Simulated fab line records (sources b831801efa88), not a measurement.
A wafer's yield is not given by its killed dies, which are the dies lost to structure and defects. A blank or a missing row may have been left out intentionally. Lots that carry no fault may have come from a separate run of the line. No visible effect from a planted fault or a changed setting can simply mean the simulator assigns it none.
One fault seen from 2 desks    flow sky130    what lay behind the numbers comes last; until then each desk has only its own

## TOOL OWNER'S DESK, implanter-01
The tool's own readings at SKY_SD_N_IMPLANT_09: means of the sampled wafers that have a number, for each lot that ran on this tool. Any lot whose mean is over 4 standard deviations away from the usual mean is out of limits and marked OUT; that distance is given in the brackets.
Columns: A = beamEnergyKeV at SKY_SD_N_IMPLANT_09, usual 50.001; B = faradayCurrentUA at SKY_SD_N_IMPLANT_09, usual 12844
lot   first seen here  A                         B
L629  day 28 00:08     49.985                    11975
L633  day 29 19:07     49.986                    12102
L639  day 31 20:56     49.995                    12058
L644  day 33 04:02     38.095 (-99 or more) OUT  11959
L646  day 33 21:25     38.066 (-99 or more) OUT  12034
Finding of this desk: L644, L646 out of limits; the first was L644 at day 33 04:02, on beamEnergyKeV at SKY_SD_N_IMPLANT_09. In limits: L629, L633, L639.

## FROM THE METROLOGY DESK
Means of the sampled wafers that have a number, per lot and without regard to the tool the lot ran on: this is what the gauges read. Any lot whose mean is over 4 standard deviations away from the usual mean is out of limits and marked OUT; that distance is given in the brackets.
Columns: A = LDD_LDN_TW at SKY_LDD_LDN_TW_MEAS_13, usual 1472; B = POLY_CUT_OVL at SKY_POLY_CUT_OVL_MEAS_09, usual 1 nm; C = SD_N_TW at SKY_SD_N_TW_MEAS_12, usual 3977; D = SD_N_RS at SKY_SD_N_RS_MEAS_16, usual 68.63 ohm/sq
lot   first seen here  A     B   C                D
L629  day 23 00:09     1488  3   3923             68.66
L633  day 24 22:02     1480  -5  4017             68.63
L635  day 25 16:00     1493  -2  4019             68.61
L638  day 26 15:54     1457  -7  3948             68.64
L639  day 27 01:55     1480  2   4020             68.62
L644  day 28 10:10     1474  3   3732 (-6.8) OUT  78.18 (+98) OUT
L645  day 29 00:13     1492  -7  3993             68.61
L646  day 29 06:35     1472  11  3732 (-6.8) OUT  78.19 (+99) OUT
L649  day 30 16:45     1449  -0  3977             68.71
L651  day 31 02:02     1464  13  3986             68.61
Finding of this desk: L644, L646 out of limits, first seen on L644 at day 33 04:26 (SD_N_TW at SKY_SD_N_TW_MEAS_12). In limits: L629, L633, L635, L638, L639, L645, L649, L651.

## TAKEN TOGETHER
The tool owner's desk could have raised an alarm at day 33 04:02, on L644, L646.
At day 33 04:26 the metrology desk could have sounded an alarm, on L644, L646.
All the named lots went through SKY_SD_N_IMPLANT_09 on implanter-01.

## WHAT THE SIMULATOR HAD INSERTED
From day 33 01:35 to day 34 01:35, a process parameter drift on implanter-01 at SKY_SD_N_IMPLANT_09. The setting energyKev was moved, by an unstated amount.
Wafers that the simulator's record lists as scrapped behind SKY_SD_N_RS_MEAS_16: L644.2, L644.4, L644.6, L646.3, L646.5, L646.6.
Struck lots among those shown: L644, L646.
Hours from the fault's start to each desk's first reading out of limits: the tool owner's desk, 2; the metrology desk, 3.
